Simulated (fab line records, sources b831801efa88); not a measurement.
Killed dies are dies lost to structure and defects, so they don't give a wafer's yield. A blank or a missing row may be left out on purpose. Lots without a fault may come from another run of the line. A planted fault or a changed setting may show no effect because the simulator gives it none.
Which tool did it? | flow sky130 | 7 lots, 21 wafers sampled, at 2 steps of a route of 708

WHAT THE GAUGES READ, wafer by wafer
SKY_LDD_LDN_TW_MEAS_13.
lot  | measured     | on            | LDD_LDN_TW
L138 | day 23 10:38 | film_metro-01 | 1476 1481 1473
L140 | day 23 22:52 | film_metro-04 | 1553 1556 1550
L144 | day 25 10:45 | film_metro-02 | 1469 1475 1469
L152 | day 28 10:06 | film_metro-04 | 1469 1459 1458
L155 | day 28 21:59 | film_metro-04 | 1456 1462 1449
L157 | day 29 12:54 | film_metro-02 | 1476 1478 1475
L159 | day 30 13:57 | film_metro-01 | 1465 1470 1471

WHICH TOOL RAN EACH LOT (tool, then ch and the chambers of the sampled wafers, then the start)
lot  | SKY_LDD_LDN_IMPLANT_10
L138 | implanter-04 ch 0, day 23 10:14
L140 | implanter-03 ch 0, day 23 22:10
L144 | implanter-01 ch 0, day 25 10:22
L152 | implanter-03 ch 0, day 28 09:43
L155 | implanter-01 ch 0, day 28 21:35
L157 | implanter-04 ch 0, day 29 12:30
L159 | implanter-01 ch 0, day 30 13:34
- SKY_LDD_LDN_IMPLANT_10

THE ANSWER, worked out from the rows above alone
Rule: what is usual is taken from the lots themselves. Put in order of their means at a reading, lots are off if they are a third of the lots or fewer, leave a main group of 4 or more, and stand apart from it by a gap of 3 or more times the standard deviation of the main group's means; of several such gaps the widest counts. A main group whose means are all the same, to the digits that the tables above print for the reading, isn't used. A lot without any number at a reading at which 4 lots or more have one is off too. The other lots that the step has rows for count as sound.
Off: L140, at SKY_LDD_LDN_TW_MEAS_13 (LDD_LDN_TW). The main group: mean 1468, standard deviation 7.5.
A tool fits if, at a process step before that reading, it ran every lot that is off, and no sound lot after the first of them. The gauges at SKY_LDD_LDN_TW_MEAS_13 are tried like those tools. None of those tried fits.

WHAT THE SIMULATOR HAD PUT IN
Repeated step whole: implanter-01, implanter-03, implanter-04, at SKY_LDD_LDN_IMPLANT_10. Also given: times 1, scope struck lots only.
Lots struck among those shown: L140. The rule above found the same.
